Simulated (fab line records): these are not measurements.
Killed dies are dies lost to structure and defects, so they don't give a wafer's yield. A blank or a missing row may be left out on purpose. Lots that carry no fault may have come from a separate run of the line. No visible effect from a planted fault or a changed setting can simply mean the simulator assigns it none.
Which tool is to blame? | flow sky130 | 39 wafers from 13 lots sampled at 3 of the route's 708 steps

## WHAT THE GAUGES READ, wafer by wafer
SKY_VT_ADJUST_HVTR_OVL_MEAS_08. Usual: VT_ADJUST_HVTR_OVL gives 0.3 nm (standard deviation 1.6).
lot  | measured     | on         | VT_ADJUST_HVTR_OVL (nm) | flag
L764 | day 9 21:29  | overlay-01 | 0.6 0.2 1.4             |
L765 | day 10 02:32 | overlay-01 | 0.8 2.3 0.0             |
L766 | day 10 08:20 | overlay-02 | 0.2 0.5 0.2             |
L770 | day 11 17:35 | overlay-01 | -0.5 0.2 0.0            |
L771 | day 11 21:59 | overlay-01 | -0.4 -0.1 -0.1          |
L772 | day 12 06:53 | overlay-02 | 0.2 0.5 -0.5            |
L774 | day 12 21:02 | overlay-01 | 1.8 2.8 2.0             |
L775 | day 13 10:26 | overlay-01 | 0.5 0.5 -1.3            |
L776 | day 13 16:59 | overlay-01 | 3.2 2.2 1.2             |
L777 | day 14 02:22 | overlay-01 | 0.0 0.6 -1.7            |
L784 | day 15 15:59 | overlay-01 | 2.1 1.0 1.5             |
L785 | day 16 01:31 | overlay-02 | -2.1 -1.6 -1.8          |
L786 | day 16 11:22 | overlay-02 | 0.7 0.2 0.4             |

## TOOL THAT RAN EACH LOT (tool first, then ch and the chambers of the sampled wafers, then the start)
lot  | SKY_FIELD_ISO_STRIP_16              | SKY_VT_ADJUST_HVTP_SOFTBAKE_03
L764 | plasma asher-02 ch 0,1, day 2 13:32 | litho track-03 ch 0, day 6 02:02
L765 | plasma asher-02 ch 0,1, day 2 17:46 | litho track-02 ch 0, day 6 06:43
L766 | plasma asher-01 ch 0,1, day 2 22:10 | litho track-01 ch 0, day 6 11:20
L770 | plasma asher-04 ch 0, day 3 16:49   | litho track-02 ch 0, day 7 13:05
L771 | plasma asher-02 ch 0,1, day 3 22:41 | litho track-01 ch 0, day 7 18:20
L772 | plasma asher-04 ch 0,1, day 4 03:58 | litho track-01 ch 0, day 8 00:50
L774 | plasma asher-02 ch 0,1, day 4 19:01 | litho track-01 ch 0, day 8 14:28
L775 | plasma asher-02 ch 0,1, day 5 00:18 | litho track-03 ch 0, day 9 01:44
L776 | plasma asher-01 ch 0,1, day 5 03:30 | litho track-01 ch 0, day 9 08:41
L777 | plasma asher-01 ch 0,1, day 5 07:47 | litho track-03 ch 0, day 9 16:13
L784 | plasma asher-02 ch 0,1, day 6 18:34 | litho track-03 ch 0, day 11 01:43
L785 | plasma asher-01 ch 0,1, day 7 01:41 | litho track-02 ch 0, day 11 09:55
L786 | plasma asher-04 ch 0,1, day 7 05:40 | litho track-01 ch 0, day 11 18:05
- SKY_FIELD_ISO_STRIP_16: strips in O2/N2.
- SKY_VT_ADJUST_HVTP_SOFTBAKE_03: time 60 s.

## AS READ BY THE TOOLS THEMSELVES (means over the sampled wafers that have a number; for cases with no such wafer, the mark the record gives instead)
SKY_FIELD_ISO_STRIP_16. Usual: drypump motor current A 5.9 A, standard deviation 0.32; oes product au 0.378 a.u., standard deviation 0.005; strip time to endpoint s 3.55 s, standard deviation 0.032.
lot  | tool            | drypump motor current A (A) | oes product au (a.u.) | strip time to endpoint s (s) | flag
L764 | plasma asher-02 | 6.1                         | 0.381                 | 3.54                         |
L765 | plasma asher-02 | 6.1                         | 0.376                 | 3.51                         |
L766 | plasma asher-01 | 5.7                         | 0.387                 | 3.58                         |
L770 | plasma asher-04 | 6.1                         | 0.379                 | 3.61                         |
L771 | plasma asher-02 | 6.1                         | 0.383                 | 3.63                         |
L772 | plasma asher-04 | 6.0                         | 0.379                 | 3.57                         |
L774 | plasma asher-02 | 5.8                         | 0.377                 | 3.57                         |
L775 | plasma asher-02 | 6.1                         | 0.380                 | 3.56                         |
L776 | plasma asher-01 | 5.7                         | 0.377                 | 3.52                         |
L777 | plasma asher-01 | 5.8                         | 0.376                 | 3.53                         |
L784 | plasma asher-02 | 5.8                         | 0.379                 | 3.57                         |
L785 | plasma asher-01 | 5.7                         | 0.380                 | 3.56                         |
L786 | plasma asher-04 | 6.0                         | 0.379                 | 3.52                         |

SKY_VT_ADJUST_HVTP_SOFTBAKE_03. Usual: heater power total W 56.60 W, standard deviation 0.042; plate temp C 90.01 C, standard deviation 0.12.
lot  | tool           | heater power total W (W) | plate temp C (C) | flag
L764 | litho track-03 | 56.62                    | 89.93            |
L765 | litho track-02 | 56.60                    | 90.09            |
L766 | litho track-01 | 56.62                    | 90.00            |
L770 | litho track-02 | 56.60                    | 89.95            |
L771 | litho track-01 | 56.61                    | 90.00            |
L772 | litho track-01 | 56.60                    | 90.12            |
L774 | litho track-01 | 57.18                    | 90.51            | OFF
L775 | litho track-03 | 56.59                    | 89.91            |
L776 | litho track-01 | 57.15                    | 90.47            | OFF
L777 | litho track-03 | 56.56                    | 90.15            |
L784 | litho track-03 | 56.66                    | 90.08            |
L785 | litho track-02 | 56.60                    | 89.93            |
L786 | litho track-01 | 56.56                    | 90.15            |

## THE ANSWER, worked out from the rows above alone
Rule: take the mean of a lot's wafers that have a number; if it is more than 3 standard deviations from the usual mean, the lot is off. Also off: a lot with no number at a reading for which 4 or more lots have one. The other lots that the step has rows for count as sound. The gauges are gone through in route order, then the tools' own readings, and for those a lot's mean is taken as printed above. The first step at which some lot is off is used, and at that step the reading that is off furthest; a lot without a number counts as furthest.
Off, at SKY_VT_ADJUST_HVTP_SOFTBAKE_03 on heater power total W: L774, L776.
A tool fits if, at that step or a process step before it, it ran every lot that is off, and no sound lot after the first of them. Of those tried, none fits.

## WHAT HAD BEEN PUT IN BY THE SIMULATOR
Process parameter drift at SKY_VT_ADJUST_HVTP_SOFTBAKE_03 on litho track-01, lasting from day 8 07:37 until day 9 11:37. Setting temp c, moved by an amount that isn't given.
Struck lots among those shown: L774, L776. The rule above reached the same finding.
